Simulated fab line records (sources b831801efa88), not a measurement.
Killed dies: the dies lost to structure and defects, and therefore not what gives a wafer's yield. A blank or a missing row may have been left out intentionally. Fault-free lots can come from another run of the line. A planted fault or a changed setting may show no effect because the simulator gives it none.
Comparing a struck lot with a sound one + flow gf180mcu + 14 out of 602 route steps
Sound: the wafers L932.1, L932.2, L932.3. Wafers struck: L933.2, L933.3, L933.6. Last of all comes the cause.
Per side, at each step with rows, come the tool, then ch with its chambers, and then its first start. Under that, the readings that differ: sound wafers + struck wafers + difference of the means + sigmas: that difference in standard deviations of wafers without a fault.
alike: readings whose means differ by less than 2 such deviations, and words and numbers that are the same on both sides. not compared: withheld readings, readings that some wafer has no value for, bounds like >300 that may hide the same value, and numbers for which the record gives no deviation and whose values overlap.
Wherever a step has rows on one side only, a row that says differs or no value, or a row with sigmas, the two part there. Non-overlapping numbers with no deviation appear without sigmas and do not part them. Lack of a reading on every wafer of one side parts them only where that side has two or more wafers.

first, 1 step without rows for these wafers: GF_CONTACT_ETCH_16 (etches BARC in N2/H2).
GF_CONTACT_ETCH_17: etches SiO2 in C4F8/O2/Ar, stops on CoSi2, target depth 860 nm.
  sound on rie-diel-03 ch 0,1,2; struck on rie-diel-03 ch 1,2,3
  alike: oes-product-au
GF_CONTACT_STRIP_18: strips in O2/N2.
  sound on plasma-asher-04 ch 0,1, day 20 07:31; struck on plasma-asher-04 ch 0,1, day 20 13:06
  alike: drypump-motor-current-A, heater-power-w, oes-product-au
  not compared: rf-hours-counter-h
then, 3 steps without rows for these wafers: GF_CONTACT_CLEAN_19 (cleans in SPM); GF_CONTACT_CLEAN_20 (cleans in DIW); GF_CONTACT_CLEAN_21 (cleans in dHF, time 20 s).
GF_CONTACT_SPUTTER_22: material Ti, target thk 15 nm, time 80.02 s.
  sound on pvd-sputter-04 at day 20 07:49; struck on pvd-sputter-02 at day 20 13:24
  alike: cathode-dc-power-W, chamber-pressure-pa, throttle-valve-pct
then, 1 step without rows for these wafers: GF_CONTACT_SPUTTER_23 (material TiN, target thk 10 nm, time 40 s).
GF_CONTACT_CVD_24: deposits W, target thk 300 nm, time 90.339 s.
  sound on cvd-w-01 ch 0,1, day 20 07:55; struck on cvd-w-02 ch 0,1, day 20 13:31
  alike: heater-power-w
GF_CONTACT_RS_MEAS_25: measurement is done with a four-point probe.
  sound on film-metro-02 at day 20 08:01; struck on film-metro-03 at day 20 13:38
  alike: CONTACT_W_RS
GF_CONTACT_THK_MEAS_26: measures by xrf.
  sound on film-metro-02 at day 20 08:08; struck on film-metro-03 at day 20 13:45
| reading            | sound       | struck      | difference | sigmas |
|--------------------|-------------|-------------|------------|--------|
| CONTACT_W_THK (nm) | 300 312 309 | 303 291 291 | -12        | -2     |
GF_CONTACT_CMP_27: polishes, stops on SiO2, t overpolish 15 s, target thk 0 nm.
  sound on cmp-01 ch 0,1,3, day 20 08:11; struck on cmp-02 ch 1,2, day 20 13:48
  alike: motor-current-A, overpolish-run-s, retaining-ring-pressure-frac, time-to-endpoint-s
GF_M1_SPUTTER_00: material Ti, target thk 37.5 nm, time 150 s.
  sound on pvd-sputter-03 at day 20 08:29; struck on pvd-sputter-04 at day 20 14:06
  no value came back on the struck wafers for cathode-dc-power-W (W), chamber-pressure-pa (Pa), throttle-valve-pct (%); on the sound wafers cathode-dc-power-W (W) reads 3998.5 4000.3 3999.6
then, 1 step without rows for these wafers: GF_M1_SPUTTER_01 (material TiN, target thk 30 nm, time 25 s).

WHERE THEY PART
Last at GF_M1_SPUTTER_00 as far as this record goes, first at GF_CONTACT_THK_MEAS_26.

WHY: what the simulator had put in
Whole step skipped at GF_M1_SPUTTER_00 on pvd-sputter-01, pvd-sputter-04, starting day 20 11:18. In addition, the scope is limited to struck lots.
